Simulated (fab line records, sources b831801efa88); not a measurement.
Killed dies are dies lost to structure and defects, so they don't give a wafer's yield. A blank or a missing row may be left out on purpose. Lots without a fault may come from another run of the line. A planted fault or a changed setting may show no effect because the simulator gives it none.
Which tool did it? | flow sky130 | 11 lots, 33 wafers sampled, at 5 steps of a route of 708

WHAT THE GAUGES READ, wafer by wafer
SKY_VT_ADJUST_PCH_TW_MEAS_10. Usual: VT_ADJUST_PCH_TW 142.2, standard deviation 2.1.
lot  | measured     | on            | VT_ADJUST_PCH_TW  | flag
L726 | day 11 03:52 | film_metro-02 | 140.4 140.6 140.8 |
L728 | day 11 21:14 | film_metro-02 | 140.8 140.8 140.2 |
L730 | day 12 11:04 | film_metro-02 | 139.5 139.5 139.8 |
L731 | day 12 12:09 | film_metro-04 | 143.5 144.4 144.2 |
L732 | day 12 21:52 | film_metro-02 | 140.3 139.9 139.7 |
L734 | day 13 22:26 | film_metro-02 | 139.7 138.4 139.4 |
L736 | day 14 12:29 | film_metro-04 | 145.0 145.5 144.0 |
L741 | day 15 21:43 | film_metro-02 | 141.3 141.2 140.4 |
L742 | day 16 07:29 | film_metro-04 | 144.7 145.2 145.1 |
L744 | day 16 15:31 | film_metro-02 | 139.9 140.0 140.1 |
L747 | day 17 16:16 | film_metro-02 | 141.6 141.4 140.9 |

SKY_POLY_GATE_THK_MEAS_21. Usual: POLY_GATE_OXIDATION_THK 4.03 nm, standard deviation 0.1.
lot  | measured     | on            | POLY_GATE_OXIDATION_THK (nm)  | flag
L726 | day 17 11:04 | film_metro-04 | 4.15 4.14 4.12                |
L728 | day 18 02:27 | film_metro-01 | 3.83 3.84 3.86                |
L730 | day 18 21:32 | film_metro-02 | 3.93 3.94 3.97                |
L731 | day 18 23:07 | film_metro-02 | 3.89 3.87 3.91                |
L732 | day 19 15:11 | film_metro-01 | 3.98 4.00 3.99                |
L734 | day 20 16:28 | film_metro-04 | 4.00 3.99 4.00                |
L736 | day 21 04:49 | film_metro-02 | 3.96 3.99 4.02                |
L741 | day 22 20:08 | film_metro-04 | 4.73 4.70 4.69 4.72 4.69 4.75 | OFF
L742 | day 23 04:32 | film_metro-02 | 4.78 4.77 4.69 4.82 4.75 4.72 | OFF
L744 | day 23 20:08 | film_metro-01 | 4.11 4.12 4.09                |
L747 | day 24 15:49 | film_metro-01 | 4.02 3.96 3.97                |

SKY_LOCAL_INTERCONNECT_OVL_MEAS_12. Usual: LOCAL_INTERCONNECT_OVL 1 nm, standard deviation 5.
lot  | measured     | on         | LOCAL_INTERCONNECT_OVL (nm) | flag
L726 | day 31 04:10 | overlay-02 | 3 3 -4                      |
L728 | day 31 19:03 | overlay-01 | 4 6 0                       |
L730 | day 32 13:06 | overlay-02 | -4 -3 -3                    |
L731 | day 33 05:58 | overlay-01 | 8 3 2                       |
L732 | day 33 05:01 | overlay-01 | 6 4 0                       |
L734 | day 34 03:33 | overlay-02 | 11 11 2                     |
L736 | day 34 14:07 | overlay-02 | 3 8 5                       |
L741 | day 36 00:58 | overlay-02 | -1 -1 -5                    |
L742 | day 36 09:36 | overlay-02 | 8 11 2                      |
L744 | day 36 18:47 | overlay-01 | 1 5 -1                      |
L747 | day 37 16:23 | overlay-02 | 7 3 10                      |

WHICH TOOL RAN EACH LOT (tool, then ch and the chambers of the sampled wafers, then the start)
lot  | SKY_POLY_GATE_OXIDATION_20    | SKY_LDD_P_STRIP_10
L726 | furnace-01 ch 0, day 17 09:49 | plasma_asher-04 ch 0,1, day 20 00:26
L728 | furnace-02 ch 0, day 18 01:11 | plasma_asher-04 ch 0,1, day 20 15:43
L730 | furnace-01 ch 0, day 18 20:17 | plasma_asher-03 ch 0,1, day 21 10:56
L731 | furnace-02 ch 0, day 18 21:50 | plasma_asher-04 ch 0,1, day 21 13:25
L732 | furnace-02 ch 0, day 19 13:56 | plasma_asher-03 ch 0,1, day 22 05:52
L734 | furnace-02 ch 0, day 20 15:11 | plasma_asher-03 ch 0,1, day 23 07:10
L736 | furnace-01 ch 0, day 21 03:32 | plasma_asher-01 ch 0,1, day 23 18:28
L741 | furnace-02 ch 0, day 22 18:52 | plasma_asher-01 ch 0,1, day 25 09:26
L742 | furnace-02 ch 0, day 23 03:16 | plasma_asher-03 ch 0,1, day 25 19:25
L744 | furnace-01 ch 0, day 23 18:53 | plasma_asher-03 ch 0,1, day 26 06:49
L747 | furnace-01 ch 0, day 24 14:34 | plasma_asher-01 ch 0,1, day 27 04:46
- SKY_POLY_GATE_OXIDATION_20: stabilise 600 s, purge 300 s, target thk 4 nm.
- SKY_LDD_P_STRIP_10: strips in O2/N2.

WHAT THE TOOLS THEMSELVES READ (means of the sampled wafers that have a number; where no wafer has one, the mark that the record gives instead)
SKY_POLY_GATE_OXIDATION_20. Usual: spike_tc_bottom_C 870.2 C, standard deviation 2.3; spike_tc_centre_C 851.1 C, standard deviation 1.2; spike_tc_lower_C 852.2 C, standard deviation 1.2; spike_tc_top_C 862.0 C, standard deviation 1.3; spike_tc_upper_C 850.2 C, standard deviation 1.1; tube_center_temp_C 850 C, standard deviation 0.082; tube_center_temp_C_max 852.2, standard deviation 0.38; zone_power_upper_pct 15.82 %, standard deviation 0.2.
lot  | tool       | spike_tc_bottom_C (C) | spike_tc_centre_C (C) | spike_tc_lower_C (C) | spike_tc_top_C (C) | spike_tc_upper_C (C) | tube_center_temp_C (C) | tube_center_temp_C_max | zone_power_upper_pct (%) | flag
L726 | furnace-01 | 873.0                 | 852.4                 | 851.3                | 862.8              | 848.7                | 850                    | 852.4                  | 16.22                    |
L728 | furnace-02 | 868.8                 | 850.1                 | 852.2                | 862.2              | 849.6                | 850                    | 852.1                  | 15.72                    |
L730 | furnace-01 | 872.3                 | 851.8                 | 852.7                | 862.2              | 850.0                | 850                    | 852.2                  | 15.96                    |
L731 | furnace-02 | 868.1                 | 850.7                 | 853.7                | 860.1              | 851.0                | 850                    | 851.9                  | 15.75                    |
L732 | furnace-02 | 869.2                 | 850.7                 | 853.3                | 860.8              | 849.4                | 850                    | 851.9                  | 15.81                    |
L734 | furnace-02 | 867.6                 | 849.5                 | 853.0                | 862.5              | 851.3                | 850                    | 852.1                  | 15.59                    |
L736 | furnace-01 | 873.4                 | 852.7                 | 850.9                | 861.9              | 848.9                | 850                    | 851.8                  | 16.06                    |
L741 | furnace-02 | 880.1                 | 862.1                 | 865.6                | 871.9              | 861.6                | 862                    | 864.0                  | 16.31                    | OFF
L742 | furnace-02 | 879.5                 | 862.8                 | 864.2                | 872.1              | 862.8                | 862                    | 863.6                  | 16.39                    | OFF
L744 | furnace-01 | 871.3                 | 851.6                 | 852.2                | 862.1              | 851.1                | 850                    | 852.3                  | 15.86                    |
L747 | furnace-01 | 872.5                 | 852.0                 | 852.0                | 862.8              | 849.4                | 850                    | 852.2                  | 16.12                    |

SKY_LDD_P_STRIP_10. Usual: drypump_motor_current_A 5.5 A, standard deviation 0.39; oes_product_au 0.716 a.u., standard deviation 0.0043; strip_time_to_endpoint_s 14.33 s, standard deviation 0.039.
lot  | tool            | drypump_motor_current_A (A) | oes_product_au (a.u.) | strip_time_to_endpoint_s (s) | flag
L726 | plasma_asher-04 | 5.3                         | 0.717                 | 14.34                        |
L728 | plasma_asher-04 | 5.6                         | 0.717                 | 14.33                        |
L730 | plasma_asher-03 | 5.6                         | 0.718                 | 14.39                        |
L731 | plasma_asher-04 | 5.7                         | 0.717                 | 14.33                        |
L732 | plasma_asher-03 | 5.6                         | 0.714                 | 14.33                        |
L734 | plasma_asher-03 | 5.6                         | 0.719                 | 14.40                        |
L736 | plasma_asher-01 | 5.7                         | 0.717                 | 14.31                        |
L741 | plasma_asher-01 | 5.7                         | 0.721                 | 14.35                        |
L742 | plasma_asher-03 | 5.3                         | 0.715                 | 14.31                        |
L744 | plasma_asher-03 | 5.6                         | 0.715                 | 14.34                        |
L747 | plasma_asher-01 | 5.6                         | 0.714                 | 14.31                        |

THE ANSWER, worked out from the rows above alone
Rule: a lot is off if the mean of its wafers that have a number lies more than 3 standard deviations from the usual mean. A lot without any number at a reading at which 4 lots or more have one is off too. The other lots that the step has rows for count as sound. The gauges are gone through in route order, then the tools' own readings, and for those a lot's mean is taken as printed above. The first step at which some lot is off is used, and at that step the reading that is off furthest; a lot without a number counts as furthest.
Off: L741, L742, at SKY_POLY_GATE_THK_MEAS_21 (POLY_GATE_OXIDATION_THK).
A tool fits if, at a process step before that reading, it ran every lot that is off, and no sound lot after the first of them. The gauges at SKY_POLY_GATE_THK_MEAS_21 aren't tried: what is off there is off at SKY_POLY_GATE_OXIDATION_20 too, on other tools, and a gauge's error can't cause that. One fits: furnace-02 at SKY_POLY_GATE_OXIDATION_20. Its last sound lot is L734 (day 20 15:11), its first lot that is off L741 (day 22 18:52): a fault that began between those two fits.
The tool's own readings at SKY_POLY_GATE_OXIDATION_20 bear it out: on the lots that are off they differ by more than 5 times the standard deviation of the sound lots' means. spike_tc_centre_C reads 862.5 C there against 851.3 C on the sound lots; spike_tc_lower_C reads 864.9 C there against 852.4 C on the sound lots; spike_tc_top_C reads 872.0 C there against 861.9 C on the sound lots; spike_tc_upper_C reads 862.2 C there against 849.9 C on the sound lots; tube_center_temp_C reads 862 C there against 850 C on the sound lots; tube_center_temp_C_max reads 863.8 there against 852.1 on the sound lots.

WHAT THE SIMULATOR HAD PUT IN
Process parameter drift: furnace-02, from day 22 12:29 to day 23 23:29, at SKY_POLY_GATE_OXIDATION_20. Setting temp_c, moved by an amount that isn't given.
Lots struck among those shown: L741, L742. The rule above found the same.
